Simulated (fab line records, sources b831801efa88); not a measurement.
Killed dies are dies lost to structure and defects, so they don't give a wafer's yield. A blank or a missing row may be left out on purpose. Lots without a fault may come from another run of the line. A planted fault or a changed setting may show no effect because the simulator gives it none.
Which tool did it? | flow sky130 | 24 lots, 72 wafers sampled, at 3 steps of a route of 708

WHAT THE GAUGES READ, wafer by wafer
SKY_VT_ADJUST_LVTN_OVL_MEAS_07.
lot  | measured     | on         | VT_ADJUST_LVTN_OVL (nm)
L074 | day 7 03:17  | overlay-02 | -0.1 1.1 1.0
L075 | day 7 07:55  | overlay-01 | 0.1 -2.5 -1.1
L076 | day 7 14:39  | overlay-02 | -0.4 0.9 -0.6
L077 | day 7 23:35  | overlay-01 | 0.0 1.7 -2.2
L078 | day 8 02:11  | overlay-01 | -3.0 -1.3 -1.9
L079 | day 8 07:49  | overlay-02 | -2.8 -3.8 -4.3
L080 | day 8 13:46  | overlay-01 | -1.6 -1.0 -1.4
L081 | day 8 18:14  | overlay-01 | -0.8 -2.5 -1.1
L082 | day 9 09:17  | overlay-01 | -2.5 -0.8 -1.1
L083 | day 9 10:49  | overlay-02 | -0.8 -1.3 -3.0
L084 | day 9 18:14  | overlay-02 | -0.2 0.8 -0.5
L085 | day 9 20:31  | overlay-02 | 0.3 2.2 -0.5
L086 | day 10 01:49 | overlay-01 | -0.6 -3.2 0.6
L087 | day 10 09:07 | overlay-01 | -2.2 -0.4 -0.5
L088 | day 10 16:50 | overlay-01 | -2.2 -2.2 -2.7
L089 | day 10 22:31 | overlay-02 | -0.2 -1.4 0.3
L090 | day 11 06:52 | overlay-02 | -1.8 0.0 -2.6
L092 | day 11 21:16 | overlay-02 | -0.8 -4.6 -3.2
L091 | day 11 22:25 | overlay-01 | -2.6 -0.7 -2.5
L093 | day 12 02:55 | overlay-01 | -2.3 -3.0 -1.0
L094 | day 12 11:49 | overlay-02 | 1.5 0.7 -0.7
L096 | day 13 01:28 | overlay-02 | -0.5 -0.5 -1.1
L095 | day 13 01:49 | overlay-02 | 1.7 0.8 1.5
L097 | day 13 15:59 | overlay-01 | -0.7 -2.3 -1.8

SKY_LDD_HVP_TW_MEAS_10.
lot  | measured     | on            | LDD_HVP_TW
L074 | day 21 19:38 | film_metro-04 | 452 452 450
L075 | day 22 05:51 | film_metro-03 | 460 460 459
L076 | day 22 13:09 | film_metro-03 | 458 459 461
L077 | day 23 05:38 | film_metro-04 | 450 451 451
L078 | day 24 02:50 | film_metro-04 | 450 448 451
L079 | day 24 01:56 | film_metro-02 | 453 455 455
L080 | day 24 02:38 | film_metro-03 | 458 461 461
L081 | day 24 08:08 | film_metro-04 | 448 448 449
L082 | day 25 03:32 | film_metro-02 | 454 456 458
L083 | day 25 05:08 | film_metro-02 | 458 457 456
L084 | day 25 19:56 | film_metro-02 | 455 457 453
L085 | day 25 19:00 | film_metro-03 | 460 459 460
L086 | day 26 01:08 | film_metro-03 | 464 464 463
L087 | day 26 11:22 | film_metro-04 | 453 453 452
L088 | day 26 19:53 | film_metro-04 | 452 457 451
L089 | day 27 05:56 | film_metro-04 | 456 454 457
L090 | day 27 15:18 | film_metro-02 | 454 456 457
L092 | day 28 08:49 | film_metro-03 | 459 461 458
L091 | day 28 10:35 | film_metro-02 | 459 459 460
L093 | day 28 16:11 | film_metro-03 | 456 460 460
L094 | day 29 00:20 | film_metro-03 | 458 460 458
L096 | day 29 10:41 | film_metro-03 | 457 458 458
L095 | day 29 16:13 | film_metro-03 | 456 457 456
L097 | day 30 06:53 | film_metro-04 | 452 451 450

SKY_METAL2_OVL_MEAS_16.
lot  | measured     | on         | METAL2_OVL (nm)
L074 | day 35 11:49 | overlay-02 | 1 5 2
L075 | day 35 21:50 | overlay-01 | -2 -1 2
L076 | day 36 02:20 | overlay-01 | 4 6 9
L077 | day 36 17:03 | overlay-02 | 2 8 -4
L078 | day 37 13:16 | overlay-02 | 5 8 7
L079 | day 37 12:55 | overlay-02 | 8 7 5
L080 | day 37 13:04 | overlay-02 | 1 6 4
L081 | day 37 16:19 | overlay-02 | 9 11 16
L082 | day 38 11:16 | overlay-02 | 0 -6 4
L083 | day 38 14:25 | overlay-02 | 9 13 10
L084 | day 39 01:13 | overlay-02 | 8 5 1
L085 | day 38 19:52 | overlay-02 | 6 7 -2
L086 | day 39 05:20 | overlay-02 | 0 0 0
L087 | day 39 15:08 | overlay-02 | -1 0 -6
L088 | day 39 20:31 | overlay-02 | 7 3 11
L089 | day 40 05:46 | overlay-01 | -8 -8 -7
L090 | day 40 12:20 | overlay-01 | 16 10 8
L092 | day 41 03:08 | overlay-02 | 11 4 7
L091 | day 41 06:52 | overlay-02 | 8 8 10
L093 | day 41 08:43 | overlay-01 | 2 -5 2
L094 | day 41 17:13 | overlay-02 | 2 0 3
L096 | day 42 00:16 | overlay-02 | 8 10 2
L095 | day 42 05:55 | overlay-01 | 3 -2 -3
L097 | day 42 18:58 | overlay-02 | 8 11 8

WHICH TOOL RAN EACH LOT (tool, then ch and the chambers of the sampled wafers, then the start)
The record holds no process step before these readings.

WHAT THE TOOLS THEMSELVES READ (means of the sampled wafers that have a number; where no wafer has one, the mark that the record gives instead)
The record holds no such reading with a usual standard deviation.

THE ANSWER, worked out from the rows above alone
Rule: what is usual is taken from the lots themselves. Put in order of their means at a reading, lots are off if they are a third of the lots or fewer, leave a main group of 4 or more, and stand apart from it by a gap of 3 or more times the standard deviation of the main group's means; of several such gaps the widest counts. A main group whose means are all the same, to the digits that the tables above print for the reading, isn't used. A lot without any number at a reading at which 4 lots or more have one is off too. The other lots that the step has rows for count as sound. The gauges are gone through in route order, then the tools' own readings, and for those a lot's mean is taken as printed above. The first step at which some lot is off is used, and at that step the reading that is off furthest; a lot without a number counts as furthest.
No lot is off at any reading shown: from this, nothing can be told.

WHAT THE SIMULATOR HAD PUT IN
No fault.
